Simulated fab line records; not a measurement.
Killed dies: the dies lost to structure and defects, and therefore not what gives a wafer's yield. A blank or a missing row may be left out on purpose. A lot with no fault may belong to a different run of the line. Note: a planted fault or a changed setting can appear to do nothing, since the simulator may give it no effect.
Code-filled problem report in 8D (eight disciplines) form	flow sky130	the parts of the form that need people (team, actions taken, sign-off) are left out

1. THE PROBLEM
Mean of killed_at_M4_up at SKY_PAD_OPEN_PROBE_99: 28.1 across 9 wafers in 3 lots; on wafers with no fault it is 3.0 (standard deviation 1.7). That is +15 standard deviations from the usual mean.
Seen first at day 49 04:36 on prober-02, wafer L293.3. At this step, 33 wafers from 11 lots have a number in the record. By rule, "out" or "out of limits" means more than 4 standard deviations away from the usual mean. All remaining wafers that have a number are taken as sound.

2. WHAT IT IS; WHAT IT IS NOT
question	is	is not
which readings at this step	killed_at_M4_up	killed_at_M0_to_M3, killed_at_contacts, killed_at_front_end, killed_short
which lots	L293, L294, L295	L280, L282, L284, L286, L297, L298, L299, L300
which wafers of those lots	all that have a number	-
read on which tools	prober-02	prober-01
when	from day 49 04:36	up to then (12 sound wafers); but 12 sound wafers of L297, L298, L299, L300 came after

3. THE SUSPECTS, EACH WITH WHAT RULES IT OUT
Counting: a tool stays on the suspect list if, at a process step up to the reading, it processed all lots that are out and no sound lot following the first of them.
- pvd_sputter-02 at SKY_METAL5_SPUTTER_00 (material Ti, target thk 15 nm, time 10 s): kept. It processed each lot that is out, first L293 at day 46 12:22, and no sound lot thereafter; up to then, the last sound lot it processed was L286 at day 44 15:22.
- pvd_sputter-02 at SKY_METAL5_SPUTTER_01 (material TiN, target thk 20 nm, time 16.7 s): kept. It processed each lot that is out, first L293 at day 46 12:23, and no sound lot thereafter; up to then, the last sound lot it processed was L286 at day 44 15:23.
- prober-02 at SKY_PAD_OPEN_PROBE_99: ruled out as a lasting fault. Following L293 (day 49 04:36), the first lot on it that is out, the sound lots L297, L299 were run on it.
After counting, pvd_sputter-02 at SKY_METAL5_SPUTTER_00 and pvd_sputter-02 at SKY_METAL5_SPUTTER_01 remain.

4. THE CAUSE (what the simulator had put in)
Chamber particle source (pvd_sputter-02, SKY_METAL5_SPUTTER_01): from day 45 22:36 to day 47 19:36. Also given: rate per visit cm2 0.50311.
2 suspects survive the count, and this tool is in that group.

5. THE CHAIN OF EFFECTS, in route order
Each row: a reading where the mean over the struck wafers with a number is more than 3 standard deviations away from the usual. Scope: only readings with a usual standard deviation given in the record; hours: median across lots of the time from each lot's start at the first step in this table that gives one to its start at this step; sigmas: change in usual standard deviations.
hours	step	reading	usual	on struck wafers	change	sigmas
0	SKY_PAD_OPEN_PROBE_99	killed_at_M4_up	3.0	28.1	+25.1	+15
Its process steps:
- SKY_PAD_OPEN_PROBE_99

6. HOW IT WOULD HAVE BEEN CAUGHT EARLIER
First out-of-limits reading in this record: day 49 04:36, which is 78 hours after fault onset at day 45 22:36.
An alarm limit of 4 standard deviations would not have fired on the tool readings at SKY_METAL5_SPUTTER_01 for which the record gives a usual standard deviation, since none of them was out on any struck wafer.
Lots out: 3; all had begun SKY_METAL5_SPUTTER_01 on pvd_sputter-02 by day 49 04:36. None of them would have been spared by holding the tool at that moment.
